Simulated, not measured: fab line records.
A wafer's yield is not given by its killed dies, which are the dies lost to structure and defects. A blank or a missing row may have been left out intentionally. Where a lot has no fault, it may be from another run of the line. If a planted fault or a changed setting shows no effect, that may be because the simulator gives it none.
fab line records | flow gf180mcu
record: lots: 11 wafers: 32 last_day: 34
route steps=602 shown STI@15 VT_IMPLANT@108
lots untouched by any fault: they come from a run of this same line in which no faults occurred
start_h: hours from the record's opening day to when the first of the lot's shown wafers began | wait_h: hours from the lot's prior step to this one | " identical to the entry in the row above | L1.1+2: a single row standing in for several wafers | - no value, or no start given | * or withheld: withheld | < > ~ a bound
route shown NAME@n: a module of which the file shows steps, and the number in the route of the first | usual: mean/standard deviation of fault-free wafers | same: alike in all rows | chamber/n: place in a boat | sites: per-site readings | _std_site: the standard deviation of these | _edge_site: inner sites' mean taken away from outer sites' mean | radius_mm: for every site, how far away it sits from the centre of the wafer | mask NAME#n: copy n | behind: tool/chamber where the wafer was last shaped | hold: reason for holding the lot/hours on hold/outcome of the hold | device: transistor that didn't switch, given as n, p or np | end of line: the tests these same wafers got at the end of their route | for a step that has no rows: nothing shown but its recipe | killed: dies that structure and defects cost at the first sort, which is not the same as the wafer's yield | map: the dies of a wafer, with x for killed, . for not killed, _ for no die there
set.NAME: the setting that was run; set.NAME@STEP: the one run at that earlier step | model.NAME: the simulator's own value behind a step, which no gauge read
the route's steps for a sample of lots (tables are steps, rows are wafers)
services: when a tool's chamber went out of use (start_h, in hours from the record's first day, below 0 if earlier), for how many hours, and the reason
== steps ==
step: GF_STI_ETCH_14
recipe: target: Si chemistry: HBr/Cl2/O2 target_depth_nm: 360 icp_w: 600 bias_w: 150 pressure_mtorr: 15 HBr_flow_sccm: 150 Cl2_flow_sccm: 40 O2_flow_sccm: 6 time_s: 102.9
usual: chamber_pressure_mTorr: 14.998/0.014 drypump_motor_current_A: 5.8/0.45 oes_product_au: 0.994/0.0092 throttle_valve_pct: 25.660/0.011
columns lot.wafer tool chamber start_h wait_h chamber_pressure_mTorr drypump_motor_current_A oes_product_au rf_hours_counter_h throttle_valve_pct
L813.2 rie_si-01 2 25.61 0.0 14.990 5.9 0.987 2 25.670
L813.4 " 0 " " 14.998 6.1 0.998 162 25.648
L813.6 " 3 " " 15.005 6.1 0.986 - 25.659
L814.2 rie_si-01 3 30.76 0.0 15.006 6.1 0.995 129 25.664
L814.4 " 3 " " 14.999 6.1 0.997 - 25.656
L814.6 " 2 " " 15.002 5.9 0.995 - 25.666
L815.3 rie_si-02 3 35.95 0.0 15.005 5.5 0.981 102 25.639
L815.4 " 1 " " 14.974 5.5 1.004 99 25.650
L815.6 " 2 " " 14.977 5.3 1.000 - 25.663
L816.1 rie_si-01 3 40.90 0.0 14.978 6.1 0.987 129 25.656
L816.2 " 1 " " 15.008 6.2 1.001 130 25.649
L816.5 " 3 " " 14.992 6.1 0.986 - 25.670
L817.2 rie_si-02 2 47.00 0.0 15.002 5.3 1.004 4 25.659
L817.3 " 0 " " 15.005 6.6 0.994 3 25.669
L817.5 " 2 " " 15.010 5.3 0.995 - 25.672
L818.1 rie_si-02 0 51.80 0.0 14.960 6.6 1.005 3 25.651
L818.2 " 1 " " 15.021 5.5 0.999 99 25.656
L818.3 " 2 " " 14.997 5.4 1.003 4 25.664
L826.2 rie_si-02 0 93.09 0.0 15.016 6.6 0.993 3 25.660
L826.3 " 2 " " 14.994 5.3 1.216 4 25.508
L826.4 " 3 " " 15.004 5.5 0.974 103 25.658
L827.3 rie_si-02 1 98.34 0.0 14.971 5.5 1.208 99 25.526
L827.4 " 0 " " 14.999 6.7 0.993 3 25.658
L828.1 rie_si-01 3 102.33 0.0 15.026 6.1 0.981 129 25.662
L828.2 " 0 " " 14.977 6.1 0.990 0 25.681
L828.5 " 3 " " 14.989 6.0 0.996 - 25.647
L829.2 rie_si-01 2 108.33 0.0 15.010 5.9 0.989 3 25.678
L829.5 " 3 " " 14.982 6.1 0.994 - 25.665
L829.6 " 0 " " 14.994 6.1 0.991 - 25.670
L836.3 rie_si-01 3 143.14 0.0 15.003 6.1 0.991 130 25.661
L836.5 " 2 " " 14.968 5.8 0.991 - 25.646
L836.6 " 1 " " 14.981 6.2 0.996 - 25.651
step: GF_STI_STRIP_15
recipe: chemistry: O2/N2 power_w: 1400 pressure_mtorr: 1500 platen_temp_c: 250 o2_flow_sccm: 3000 n2_flow_sccm: 300 overash_fraction: 0.5
usual: chamber_pressure_mTorr: 1500.1/1.3 drypump_motor_current_A: 5.6/0.35 heater_power_w: 315/36 oes_product_au: 0.384/0.005 strip_time_to_endpoint_s: 3.72/0.036
columns lot.wafer tool chamber start_h wait_h chamber_pressure_mTorr drypump_motor_current_A heater_power_w oes_product_au rf_hours_counter_h strip_time_to_endpoint_s
L813.2 plasma_asher-04 1 25.69 0.0 1501.6 5.8 278 0.385 34 3.73
L813.4 " 1 " " 1501.6 5.8 280 0.379 - 3.69
L813.6 " 0 " " 1499.4 5.3 323 0.388 - 3.75
L814.2 plasma_asher-02 0 30.84 0.0 1502.9 6.1 320 0.390 37 3.73
L814.4 " 0 " " 1501.4 6.1 328 0.382 - 3.75
L814.6 " 0 " " 1499.2 6.1 332 0.383 - 3.79
L815.3 plasma_asher-02 1 36.05 0.1 1500.9 6.2 387 0.391 - 3.77
L815.4 " 0 " " 1500.4 6.1 329 0.389 - 3.80
L815.6 " 0 " " 1500.1 6.1 330 0.384 - 3.74
L816.1 plasma_asher-02 0 40.97 0.0 1498.7 6.1 332 0.393 38 3.73
L816.2 " 1 " " 1500.9 6.2 380 0.376 38 3.77
L816.5 " 0 " " 1498.9 6.1 334 0.387 - 3.79
L817.2 plasma_asher-04 1 47.07 0.0 1499.8 5.8 273 0.391 36 3.74
L817.3 " 1 " " 1501.2 5.8 268 0.381 - 3.71
L817.5 " 0 " " 1500.5 5.3 320 0.387 - 3.78
L818.1 plasma_asher-01 1 51.87 0.0 1499.6 5.3 331 0.386 42 3.73
L818.2 " 0 " " 1501.4 5.5 281 0.383 42 3.72
L818.3 " 0 " " 1500.0 5.5 280 0.379 - 3.71
L826.2 plasma_asher-01 0 93.17 0.0 1500.1 5.5 273 0.381 46 3.70
L826.3 " 0 " " 1500.6 5.5 273 0.365 - 3.24
L826.4 " 1 " " 1500.1 5.3 313 0.392 - 3.75
L827.3 plasma_asher-01 1 98.45 0.1 1502.0 5.3 315 0.362 - 3.34
L827.4 " 0 " " 1497.8 5.5 288 0.380 - 3.72
L828.1 plasma_asher-04 0 102.41 0.0 1500.8 5.3 321 0.383 41 3.70
L828.2 " 1 " " 1500.1 5.8 282 0.386 41 3.71
L828.5 " 0 " " 1499.5 5.4 308 0.383 - 3.66
L829.2 plasma_asher-01 0 108.41 0.0 1496.9 5.4 276 0.390 48 3.77
L829.5 " 1 " " 1499.7 5.3 318 0.390 - 3.72
L829.6 " 0 " " 1500.3 5.5 281 0.376 - 3.74
L836.3 plasma_asher-01 1 143.25 0.1 1499.8 5.3 319 0.389 - 3.73
L836.5 " 0 " " 1501.6 5.5 270 0.380 - 3.74
L836.6 " 1 " " 1501.3 5.3 309 0.388 - 3.73
step: GF_VT_IMPLANT_OVL_MEAS_18
usual: VT_IMPLANT_01_OVL: -1.0/1.3
columns lot.wafer tool chamber start_h wait_h VT_IMPLANT_01_OVL[nm]
L813.2 overlay-01 - 128.25 0.1 -1.0
L813.4 " - " " -0.6
L813.6 " - " " -2.4
L814.2 overlay-02 - 133.55 0.1 0.8
L814.4 " - " " 0.4
L814.6 " - " " 0.6
L815.3 overlay-01 - 138.31 0.1 -0.1
L815.4 " - " " -1.8
L815.6 " - " " -1.4
L816.1 overlay-02 - 146.30 0.1 -0.9
L816.2 " - " " -2.5
L816.5 " - " " -2.1
L817.2 overlay-02 - 154.91 0.1 -1.3
L817.3 " - " " -4.2
L817.5 " - " " -1.5
L818.1 overlay-02 - 159.69 0.1 -1.3
L818.2 " - " " -0.9
L818.3 " - " " -0.9
L826.2 overlay-02 - 210.90 0.1 2.3
L826.3 " - " " -1.9
L826.4 " - " " -0.5
L827.3 overlay-02 - 216.62 0.1 -1.8
L827.4 " - " " -2.2
L828.1 overlay-02 - 223.35 0.1 0.7
L828.2 " - " " 1.7
L828.5 " - " " 1.2
L829.2 overlay-02 - 229.35 0.1 -0.8
L829.5 " - " " -1.2
L829.6 " - " " 0.3
L836.3 overlay-02 - 273.77 0.1 -0.5
L836.5 " - " " -1.4
L836.6 " - " " -2.0
step: GF_VT_IMPLANT_STRIP_20
recipe: chemistry: O2/N2 power_w: 1400 pressure_mtorr: 1500 platen_temp_c: 250 o2_flow_sccm: 3000 n2_flow_sccm: 300 overash_fraction: 0.5
usual: chamber_pressure_mTorr: 1499.9/1.4 drypump_motor_current_A: 5.7/0.42 heater_power_w: 336/37 oes_product_au: 0.716/0.0039 strip_time_to_endpoint_s: 12.62/0.035
columns lot.wafer tool chamber start_h wait_h chamber_pressure_mTorr drypump_motor_current_A heater_power_w oes_product_au rf_hours_counter_h strip_time_to_endpoint_s
L813.2 plasma_asher-02 0 128.43 0.1 1499.9 6.1 336 0.722 1 12.64
L813.4 " 1 " " 1498.5 6.2 390 0.717 - 12.62
L813.6 " 0 " " 1500.1 6.1 331 0.716 - 12.58
L814.2 plasma_asher-02 0 133.73 0.1 1501.8 6.1 333 0.721 2 12.63
L814.4 " 1 " " 1497.9 6.2 391 0.713 - 12.62
L814.6 " 0 " " 1499.4 6.1 329 0.717 - 12.61
L815.3 plasma_asher-01 1 138.52 0.1 1500.9 5.3 321 0.719 - 12.63
L815.4 " 0 " " 1497.9 5.5 273 0.714 - 12.63
L815.6 " 1 " " 1501.7 5.3 327 0.712 - 12.67
L816.1 plasma_asher-03 0 146.49 0.1 1500.8 5.0 321 0.715 35 12.61
L816.2 " 1 " " 1501.1 5.6 374 0.720 35 12.60
L816.5 " 0 " " 1499.5 5.0 308 0.718 - 12.58
L817.2 plasma_asher-01 0 155.09 0.1 1499.0 5.5 274 0.705 53 12.59
L817.3 " 0 " " 1499.0 5.5 272 0.722 - 12.57
L817.5 " 1 " " 1497.8 5.3 328 0.722 - 12.63
L818.1 plasma_asher-03 0 159.88 0.1 1497.8 5.0 310 0.722 37 12.62
L818.2 " 1 " " 1499.4 5.5 369 0.720 37 12.60
L818.3 " 0 " " 1496.8 5.1 316 0.720 - 12.60
L826.2 plasma_asher-02 0 211.08 0.1 1499.3 6.1 340 0.711 9 12.59
L826.3 " 0 " " 1501.7 6.1 329 0.712 - 12.66
L826.4 " 1 " " 1497.8 6.2 385 0.716 - 12.61
L827.3 plasma_asher-02 0 216.83 0.1 1498.3 6.1 333 0.715 - 12.63
L827.4 " 1 " " 1502.9 6.2 390 0.717 - 12.57
L828.1 plasma_asher-02 1 223.53 0.1 1501.6 6.2 385 0.714 11 12.59
L828.2 " 0 " " 1501.4 6.1 329 0.716 11 12.59
L828.5 " 0 " " 1500.0 6.1 333 0.716 - 12.62
L829.2 plasma_asher-02 1 229.53 0.1 1499.0 6.2 382 0.713 12 12.57
L829.5 " 1 " " 1499.9 6.2 385 0.717 - 12.60
L829.6 " 0 " " 1498.7 6.1 344 0.715 - 12.62
L836.3 plasma_asher-03 1 273.98 0.1 1499.9 5.6 376 0.725 - 12.67
L836.5 " 0 " " 1501.8 5.0 317 0.719 - 12.66
L836.6 " 1 " " 1499.8 5.5 366 0.713 - 12.66
step: GF_VT_IMPLANT_STRIP_31
recipe: chemistry: O2/N2 power_w: 1400 pressure_mtorr: 1500 platen_temp_c: 250 o2_flow_sccm: 3000 n2_flow_sccm: 300 overash_fraction: 0.5
usual: chamber_pressure_mTorr: 1500.0/1.4 drypump_motor_current_A: 5.6/0.4 heater_power_w: 329/38 oes_product_au: 0.716/0.0045 strip_time_to_endpoint_s: 12.63/0.03
columns lot.wafer tool chamber start_h wait_h chamber_pressure_mTorr drypump_motor_current_A heater_power_w oes_product_au rf_hours_counter_h strip_time_to_endpoint_s
L813.2 plasma_asher-03 0 143.24 0.1 1500.6 5.0 313 0.715 35 12.60
L813.4 " 0 " " 1497.9 5.0 314 0.706 - 12.63
L813.6 " 1 " " 1500.4 5.6 366 0.722 - 12.62
L814.2 plasma_asher-03 1 148.59 0.1 1502.3 5.5 373 0.711 36 12.61
L814.4 " 1 " " 1498.0 5.6 374 0.708 - 12.63
L814.6 " 1 " " 1500.5 5.6 360 0.728 - 12.63
L815.3 plasma_asher-02 0 153.27 0.1 1500.1 6.1 333 0.710 - 12.61
L815.4 " 1 " " 1499.7 6.2 398 0.713 - 12.61
L815.6 " 1 " " 1499.3 6.2 381 0.710 - 12.63
L816.1 plasma_asher-01 0 162.50 0.1 1499.6 5.5 287 0.716 54 12.64
L816.2 " 1 " " 1498.7 5.3 321 0.719 54 12.60
L816.5 " 0 " " 1497.7 5.5 278 0.718 - 12.60
L817.2 plasma_asher-01 1 171.90 0.1 1499.5 5.3 313 0.712 55 12.60
L817.3 " 0 " " 1499.9 5.5 274 0.719 - 12.60
L817.5 " 1 " " 1500.5 5.3 323 0.716 - 12.60
L818.1 plasma_asher-02 1 175.98 0.1 1497.8 6.2 389 0.712 6 12.68
L818.2 " 0 " " 1498.2 6.1 340 0.720 6 12.63
L818.3 " 0 " " 1501.6 6.0 331 0.711 - 12.67
L826.2 plasma_asher-02 0 228.95 0.1 1499.1 6.1 328 0.711 12 12.64
L826.3 " 0 " " 1499.3 6.1 324 0.713 - 12.62
L826.4 " 1 " " 1500.6 6.2 385 0.715 - 12.59
L827.3 plasma_asher-01 1 234.31 0.1 1500.4 5.3 324 0.714 - 12.61
L827.4 " 0 " " 1501.3 5.5 273 0.711 - 12.59
L828.1 plasma_asher-03 1 240.88 0.1 1502.5 5.6 366 0.726 44 12.68
L828.2 " 0 " " 1497.4 5.0 308 0.708 44 12.63
L828.5 " 0 " " 1499.1 5.0 324 0.717 - 12.65
L829.2 plasma_asher-01 1 247.40 0.1 1502.0 5.3 307 0.708 63 12.67
L829.5 " 0 " " 1500.9 5.5 272 0.720 - 12.65
L829.6 " 1 " " 1501.4 5.3 314 0.723 - 12.69
L836.3 plasma_asher-03 1 293.06 0.1 1498.4 5.5 375 0.717 - 12.58
L836.5 " 1 " " 1501.4 5.5 380 0.718 - 12.62
L836.6 " 0 " " 1498.9 5.0 320 0.714 - 12.61
== services ==
columns tool chamber start_h hours kind
rie_si-02 0 16.27 1.3 repair
rie_si-01 0 28.48 - clean
rie_si-01 0 28.48 31.9 scheduled_down
rie_si-01 0 28.48 31.9 vent_cycle
plasma_asher-04 - 45.05 1.1 repair
plasma_asher-02 - 108.75 9.0 pm
plasma_asher-02 0 108.75 9.0 vent_cycle
plasma_asher-02 1 108.75 9.0 vent_cycle
plasma_asher-02 0 117.75 - clean
plasma_asher-02 1 117.75 - clean
rie_si-02 0 144.86 15.2 repair
rie_si-02 - 154.60 14.6 pm
rie_si-01 1 168.45 - clean
rie_si-01 1 168.45 18.3 scheduled_down
rie_si-01 1 168.45 18.3 vent_cycle
rie_si-01 3 186.78 - clean
rie_si-01 3 186.78 16.7 scheduled_down
rie_si-01 3 186.78 16.7 vent_cycle
plasma_asher-03 - 214.03 15.6 pm
rie_si-02 1 244.49 7.9 repair
plasma_asher-01 - 247.67 2.8 pm
plasma_asher-04 - 257.81 2.4 repair
plasma_asher-04 - 261.69 0.4 repair
plasma_asher-04 - 280.03 3.1 repair
== key ==
first_sign: step: GF_STI_ETCH_14 reading: oes_product_au direction: up sigmas: 24 usual: 0.994 struck: 1.212
effect: step: GF_STI_ETCH_14 reading: throttle_valve_pct direction: down sigmas: 13 usual: 25.660 struck: 25.517
effect: step: GF_STI_STRIP_15 reading: strip_time_to_endpoint_s direction: down sigmas: 12 usual: * struck: *
met_at GF_STI_ETCH_14
struck_lots L826,L827
struck_wafers L826.3,L827.3
tester_left_out L826,L827
not_acting_at GF_VT_IMPLANT_OVL_MEAS_18,GF_VT_IMPLANT_STRIP_20,GF_VT_IMPLANT_STRIP_31
onset_between 51.80 93.09
fault: kind: process_parameter_drift tool: rie_si-02 chamber: - onset_h: 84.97 steps: GF_STI_ETCH_14 channel: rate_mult offset: 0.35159 shape: step end_h: 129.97 scope: struck_wafers_only
tester_left_out: of these lots the tester's yield and bins aren't shown, on N5 and GAA mostly nor the transistor test; their killed dies are dies lost to structure and defects alone, not to doping, threshold or leakage, so they don't give the yield
